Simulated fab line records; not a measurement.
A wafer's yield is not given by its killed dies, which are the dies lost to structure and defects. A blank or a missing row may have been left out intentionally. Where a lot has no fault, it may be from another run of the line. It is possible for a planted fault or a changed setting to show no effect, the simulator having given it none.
What tool caused it? || flow gf180mcu || 39 wafers from 13 lots sampled at 5 of the route's 602 steps

WHAT THE GAUGES READ, wafer by wafer
GF_VT_IMPLANT_TW_MEAS_21.
{"lot": "L329", "measured": "day 6 12:01", "on": "film_metro-02", "VT_IMPLANT_2_TW": "1215 1219 1219"}
{"lot": "L331", "measured": "day 7 03:11", "on": "film_metro-01", "VT_IMPLANT_2_TW": "1228 1227 1236"}
{"lot": "L332", "measured": "day 7 08:48", "on": "film_metro-03", "VT_IMPLANT_2_TW": "1203 1197 1200"}
{"lot": "L333", "measured": "day 7 18:29", "on": "film_metro-03", "VT_IMPLANT_2_TW": "1202 1201 1203"}
{"lot": "L334", "measured": "day 7 21:09", "on": "film_metro-02", "VT_IMPLANT_2_TW": "1290 1288 1291"}
{"lot": "L335", "measured": "day 8 05:11", "on": "film_metro-03", "VT_IMPLANT_2_TW": "1289 1286 1281"}
{"lot": "L336", "measured": "day 8 12:05", "on": "film_metro-03", "VT_IMPLANT_2_TW": "1282 1279 1284"}
{"lot": "L345", "measured": "day 10 16:56", "on": "film_metro-02", "VT_IMPLANT_2_TW": "1212 1211 1209"}
{"lot": "L346", "measured": "day 11 02:45", "on": "film_metro-03", "VT_IMPLANT_2_TW": "1209 1210 1208"}
{"lot": "L347", "measured": "day 11 10:00", "on": "film_metro-02", "VT_IMPLANT_2_TW": "1217 1221 1218"}
{"lot": "L349", "measured": "day 11 21:08", "on": "film_metro-01", "VT_IMPLANT_2_TW": "1228 1228 1223"}
{"lot": "L350", "measured": "day 12 01:29", "on": "film_metro-03", "VT_IMPLANT_2_TW": "1204 1200 1198"}
{"lot": "L351", "measured": "day 12 08:06", "on": "film_metro-01", "VT_IMPLANT_2_TW": "1224 1232 1228"}

GF_VT_IMPLANT_TW_MEAS_32.
{"lot": "L329", "measured": "day 7 03:30", "on": "film_metro-03", "VT_IMPLANT_3_TW": "265.1 265.5 265.2"}
{"lot": "L331", "measured": "day 7 20:50", "on": "film_metro-01", "VT_IMPLANT_3_TW": "271.2 272.0 273.4"}
{"lot": "L332", "measured": "day 8 01:15", "on": "film_metro-02", "VT_IMPLANT_3_TW": "267.9 267.6 266.6"}
{"lot": "L333", "measured": "day 8 10:56", "on": "film_metro-03", "VT_IMPLANT_3_TW": "268.3 267.3 266.2"}
{"lot": "L334", "measured": "day 8 13:38", "on": "film_metro-01", "VT_IMPLANT_3_TW": "271.7 273.2 272.7"}
{"lot": "L335", "measured": "day 8 21:56", "on": "film_metro-03", "VT_IMPLANT_3_TW": "268.1 267.4 267.3"}
{"lot": "L336", "measured": "day 9 04:14", "on": "film_metro-01", "VT_IMPLANT_3_TW": "272.3 271.6 271.8"}
{"lot": "L345", "measured": "day 11 11:11", "on": "film_metro-03", "VT_IMPLANT_3_TW": "268.5 268.1 268.9"}
{"lot": "L346", "measured": "day 11 21:33", "on": "film_metro-01", "VT_IMPLANT_3_TW": "272.0 271.7 270.6"}
{"lot": "L347", "measured": "day 12 04:13", "on": "film_metro-03", "VT_IMPLANT_3_TW": "266.3 266.5 265.5"}
{"lot": "L349", "measured": "day 12 16:41", "on": "film_metro-02", "VT_IMPLANT_3_TW": "270.2 268.6 268.9"}
{"lot": "L350", "measured": "day 12 20:34", "on": "film_metro-03", "VT_IMPLANT_3_TW": "265.4 265.4 265.3"}
{"lot": "L351", "measured": "day 13 03:48", "on": "film_metro-02", "VT_IMPLANT_3_TW": "270.0 269.1 270.0"}

GF_TOP_METAL_OVL_MEAS_15.
{"lot": "L329", "measured": "day 28 15:43", "on": "overlay-02", "TOP_METAL_OVL (nm)": "-1.0 -2.6 -2.3"}
{"lot": "L331", "measured": "day 29 06:18", "on": "overlay-02", "TOP_METAL_OVL (nm)": "-0.7 -0.3 -0.8"}
{"lot": "L332", "measured": "day 29 19:17", "on": "overlay-02", "TOP_METAL_OVL (nm)": "-2.3 -2.6 -2.4"}
{"lot": "L333", "measured": "day 29 22:52", "on": "overlay-02", "TOP_METAL_OVL (nm)": "0.3 -0.9 -0.9"}
{"lot": "L334", "measured": "day 30 01:35", "on": "overlay-02", "TOP_METAL_OVL (nm)": "0.8 -1.3 0.4"}
{"lot": "L335", "measured": "day 30 08:06", "on": "overlay-02", "TOP_METAL_OVL (nm)": "0.1 -1.7 -2.8"}
{"lot": "L336", "measured": "day 30 17:04", "on": "overlay-02", "TOP_METAL_OVL (nm)": "-0.3 -1.6 -2.2"}
{"lot": "L345", "measured": "day 33 00:27", "on": "overlay-02", "TOP_METAL_OVL (nm)": "0.3 0.3 0.0"}
{"lot": "L346", "measured": "day 33 06:31", "on": "overlay-01", "TOP_METAL_OVL (nm)": "-0.5 0.0 -0.3"}
{"lot": "L347", "measured": "day 33 18:43", "on": "overlay-02", "TOP_METAL_OVL (nm)": "-0.7 0.3 0.9"}
{"lot": "L349", "measured": "day 33 20:36", "on": "overlay-01", "TOP_METAL_OVL (nm)": "-0.8 1.3 0.0"}
{"lot": "L350", "measured": "day 34 04:00", "on": "overlay-02", "TOP_METAL_OVL (nm)": "-1.1 -0.8 -2.9"}
{"lot": "L351", "measured": "day 34 08:16", "on": "overlay-02", "TOP_METAL_OVL (nm)": "-1.3 -1.4 -1.3"}

EACH LOT AND THE TOOL THAT RAN IT (in order: tool; ch and the chambers of the sampled wafers; start)
{"lot": "L329", "GF_VT_IMPLANT_IMPLANT_19": "implanter-01 ch 0, day 6 11:47", "GF_V1_ETCH_16": "rie_diel-03 ch 0,2, day 18 17:26"}
{"lot": "L331", "GF_VT_IMPLANT_IMPLANT_19": "implanter-01 ch 0, day 7 02:56", "GF_V1_ETCH_16": "rie_diel-03 ch 0,2,3, day 19 13:17"}
{"lot": "L332", "GF_VT_IMPLANT_IMPLANT_19": "implanter-01 ch 0, day 7 08:34", "GF_V1_ETCH_16": "rie_diel-02 ch 1,2,3, day 20 04:05"}
{"lot": "L333", "GF_VT_IMPLANT_IMPLANT_19": "implanter-01 ch 0, day 7 18:10", "GF_V1_ETCH_16": "rie_diel-04 ch 0,1,3, day 20 09:48"}
{"lot": "L334", "GF_VT_IMPLANT_IMPLANT_19": "implanter-01 ch 0, day 7 20:55", "GF_V1_ETCH_16": "rie_diel-03 ch 0,3, day 20 14:11"}
{"lot": "L335", "GF_VT_IMPLANT_IMPLANT_19": "implanter-01 ch 0, day 8 04:56", "GF_V1_ETCH_16": "rie_diel-02 ch 1,2,3, day 20 22:02"}
{"lot": "L336", "GF_VT_IMPLANT_IMPLANT_19": "implanter-01 ch 0, day 8 11:50", "GF_V1_ETCH_16": "rie_diel-03 ch 0,2,3, day 21 10:41"}
{"lot": "L345", "GF_VT_IMPLANT_IMPLANT_19": "implanter-03 ch 0, day 10 16:41", "GF_V1_ETCH_16": "rie_diel-03 ch 0,1,2, day 24 08:23"}
{"lot": "L346", "GF_VT_IMPLANT_IMPLANT_19": "implanter-03 ch 0, day 11 02:31", "GF_V1_ETCH_16": "rie_diel-03 ch 1,2, day 24 18:23"}
{"lot": "L347", "GF_VT_IMPLANT_IMPLANT_19": "implanter-02 ch 0, day 11 09:47", "GF_V1_ETCH_16": "rie_diel-03 ch 1,2,3, day 25 04:35"}
{"lot": "L349", "GF_VT_IMPLANT_IMPLANT_19": "implanter-02 ch 0, day 11 20:53", "GF_V1_ETCH_16": "rie_diel-02 ch 1,2,3, day 25 12:54"}
{"lot": "L350", "GF_VT_IMPLANT_IMPLANT_19": "implanter-03 ch 0, day 12 01:14", "GF_V1_ETCH_16": "rie_diel-03 ch 0,2,3, day 26 00:04"}
{"lot": "L351", "GF_VT_IMPLANT_IMPLANT_19": "implanter-01 ch 0, day 12 07:52", "GF_V1_ETCH_16": "rie_diel-02 ch 0,1,3, day 26 05:42"}
- GF_VT_IMPLANT_IMPLANT_19
- GF_V1_ETCH_16: etches BARC in N2/H2.

WHAT THE TOOLS THEMSELVES READ (means of the sampled wafers that have a number; where no wafer has one, the mark that the record gives instead)
GF_VT_IMPLANT_IMPLANT_19.
{"lot": "L329", "tool": "implanter-01", "beam_energy_keV": 100.02}
{"lot": "L331", "tool": "implanter-01", "beam_energy_keV": 100.03}
{"lot": "L332", "tool": "implanter-01", "beam_energy_keV": 100.00}
{"lot": "L333", "tool": "implanter-01", "beam_energy_keV": 100.00}
{"lot": "L334", "tool": "implanter-01", "beam_energy_keV": 123.10}
{"lot": "L335", "tool": "implanter-01", "beam_energy_keV": 123.13}
{"lot": "L336", "tool": "implanter-01", "beam_energy_keV": 123.09}
{"lot": "L345", "tool": "implanter-03", "beam_energy_keV": 100.01}
{"lot": "L346", "tool": "implanter-03", "beam_energy_keV": 100.01}
{"lot": "L347", "tool": "implanter-02", "beam_energy_keV": 100.06}
{"lot": "L349", "tool": "implanter-02", "beam_energy_keV": 100.02}
{"lot": "L350", "tool": "implanter-03", "beam_energy_keV": 100.00}
{"lot": "L351", "tool": "implanter-01", "beam_energy_keV": 100.03}

GF_V1_ETCH_16.
{"lot": "L329", "tool": "rie_diel-03", "chamber_pressure_mTorr (mTorr)": 30.011, "drypump_motor_current_A (A)": 5.6, "oes_product_au (a.u.)": 0.853, "throttle_valve_pct (%)": 13.223}
{"lot": "L331", "tool": "rie_diel-03", "chamber_pressure_mTorr (mTorr)": 30.010, "drypump_motor_current_A (A)": 5.8, "oes_product_au (a.u.)": 0.853, "throttle_valve_pct (%)": 13.224}
{"lot": "L332", "tool": "rie_diel-02", "chamber_pressure_mTorr (mTorr)": 30.005, "drypump_motor_current_A (A)": 5.6, "oes_product_au (a.u.)": 0.860, "throttle_valve_pct (%)": 13.224}
{"lot": "L333", "tool": "rie_diel-04", "chamber_pressure_mTorr (mTorr)": 29.995, "drypump_motor_current_A (A)": 5.6, "oes_product_au (a.u.)": 0.854, "throttle_valve_pct (%)": 13.226}
{"lot": "L334", "tool": "rie_diel-03", "chamber_pressure_mTorr (mTorr)": 29.971, "drypump_motor_current_A (A)": 5.6, "oes_product_au (a.u.)": 0.852, "throttle_valve_pct (%)": 13.230}
{"lot": "L335", "tool": "rie_diel-02", "chamber_pressure_mTorr (mTorr)": 30.000, "drypump_motor_current_A (A)": 5.6, "oes_product_au (a.u.)": 0.850, "throttle_valve_pct (%)": 13.228}
{"lot": "L336", "tool": "rie_diel-03", "chamber_pressure_mTorr (mTorr)": 29.993, "drypump_motor_current_A (A)": 5.8, "oes_product_au (a.u.)": 0.851, "throttle_valve_pct (%)": 13.226}
{"lot": "L345", "tool": "rie_diel-03", "chamber_pressure_mTorr (mTorr)": 29.992, "drypump_motor_current_A (A)": 5.7, "oes_product_au (a.u.)": 0.854, "throttle_valve_pct (%)": 13.227}
{"lot": "L346", "tool": "rie_diel-03", "chamber_pressure_mTorr (mTorr)": 30.000, "drypump_motor_current_A (A)": 5.8, "oes_product_au (a.u.)": 0.856, "throttle_valve_pct (%)": 13.230}
{"lot": "L347", "tool": "rie_diel-03", "chamber_pressure_mTorr (mTorr)": 30.025, "drypump_motor_current_A (A)": 5.8, "oes_product_au (a.u.)": 0.857, "throttle_valve_pct (%)": 13.225}
{"lot": "L349", "tool": "rie_diel-02", "chamber_pressure_mTorr (mTorr)": 30.006, "drypump_motor_current_A (A)": 5.6, "oes_product_au (a.u.)": 0.854, "throttle_valve_pct (%)": 13.233}
{"lot": "L350", "tool": "rie_diel-03", "chamber_pressure_mTorr (mTorr)": 30.005, "drypump_motor_current_A (A)": 5.7, "oes_product_au (a.u.)": 0.856, "throttle_valve_pct (%)": 13.217}
{"lot": "L351", "tool": "rie_diel-02", "chamber_pressure_mTorr (mTorr)": 30.010, "drypump_motor_current_A (A)": 5.3, "oes_product_au (a.u.)": 0.852, "throttle_valve_pct (%)": 13.225}

THE ANSWER, worked out from the rows above alone
Rule: the usual values come from the lots themselves. The widest of any qualifying gaps counts: lots, ordered by their means at a reading, are off when they make up no more than a third of the lots, leave a main group of 4 or more, and stand apart from it by 3 or more times the standard deviation of that group's means. The tables above print the reading to a certain number of digits; a main group whose means all agree to those digits is not used. A lot without any number at a reading at which 4 lots or more have one is off too. Any other lot the step has rows for is counted as sound. The gauges are gone through in route order, then the tools' own readings, and for those a lot's mean is taken as printed above. The first step at which some lot is off is used, and at that step the reading that is off furthest; a lot without a number counts as furthest.
Off: L334, L335, L336, seen at GF_VT_IMPLANT_TW_MEAS_21 (VT_IMPLANT_2_TW). Mean 1214 and standard deviation 11 in the main group.
If a tool, at a process step before that reading, ran all the lots that are off and no sound lot after the first of them, it fits. The gauges at GF_VT_IMPLANT_TW_MEAS_21 aren't tried: what is off there is off at GF_VT_IMPLANT_IMPLANT_19 too, on other tools, and a gauge's error can't cause that. No candidate that was tried fits.

WHAT THE SIMULATOR PUT IN
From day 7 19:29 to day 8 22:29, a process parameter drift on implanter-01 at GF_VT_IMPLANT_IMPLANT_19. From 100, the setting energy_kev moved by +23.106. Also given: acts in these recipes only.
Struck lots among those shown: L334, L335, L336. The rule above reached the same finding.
